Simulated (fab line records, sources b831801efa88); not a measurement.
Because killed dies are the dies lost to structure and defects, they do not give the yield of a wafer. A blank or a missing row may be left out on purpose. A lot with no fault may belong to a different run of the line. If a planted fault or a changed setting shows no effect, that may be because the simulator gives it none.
What tool caused it? -- flow gf180mcu -- 18 wafers from 6 lots sampled at 2 of the route's 602 steps

## WHAT EACH GAUGE READ, for each wafer
GF_HV_LDD_CD_MEAS_07: target cd 400 nm.
lot,measured,on,cd nm (nm)
L593,day 11 11:08,cd sem-02,398.4 396.6 398.8
L596,day 12 11:58,cd sem-02,417.6 417.8 418.0
L602,day 13 22:17,cd sem-02,399.2 401.1 400.0
L604,day 14 15:40,cd sem-02,400.3 398.4 398.8
L608,day 15 20:01,cd sem-02,398.3 397.9 396.9
L612,day 16 23:29,cd sem-01,401.4 400.7 400.4

## WHAT TOOL EACH LOT RAN ON (gives the tool, then ch and the chambers of the sampled wafers, and finally the start)
lot,GF_HV_LDD_COAT_02
L593,"litho track-02 ch 0, day 11 01:58"
L596,"litho track-02 ch 0, day 12 02:28"
L602,"litho track-04 ch 0, day 13 12:20"
L604,"litho track-03 ch 0, day 14 05:35"
L608,"litho track-04 ch 0, day 15 09:52"
L612,"litho track-04 ch 0, day 16 12:37"
- GF_HV_LDD_COAT_02: resist thk 1000 nm.

## THE ANSWER, worked out from the rows above alone
Rule: the usual values come from the lots themselves. Put in order of their means at a reading, lots are off if they are a third of the lots or fewer, leave a main group of 4 or more, and stand apart from it by a gap of 3 or more times the standard deviation of the main group's means; of several such gaps the widest counts. A main group whose means are all the same, to the digits that the tables above print for the reading, isn't used. Also off: a lot with no number at a reading for which 4 or more lots have one. All remaining lots with rows at the step are treated as sound.
Off: L596 (GF_HV_LDD_CD_MEAS_07, cd nm). Mean 399.1 nm and standard deviation 1.2 in the main group.
If a tool, at a process step before that reading, ran all the lots that are off and no sound lot after the first of them, it fits. Gauges at GF_HV_LDD_CD_MEAS_07: tried the same way as those tools. One fits: litho track-02 at GF_HV_LDD_COAT_02. A fault onset in the window from L593 (day 11 01:58, its last sound lot) to L596 (day 12 02:28, its first lot off) fits.

## WHAT THE SIMULATOR PUT IN
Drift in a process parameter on litho track-02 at GF_HV_LDD_COAT_02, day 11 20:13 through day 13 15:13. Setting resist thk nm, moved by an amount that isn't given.
Struck lots among those shown: L596. The rule given above showed the same thing.
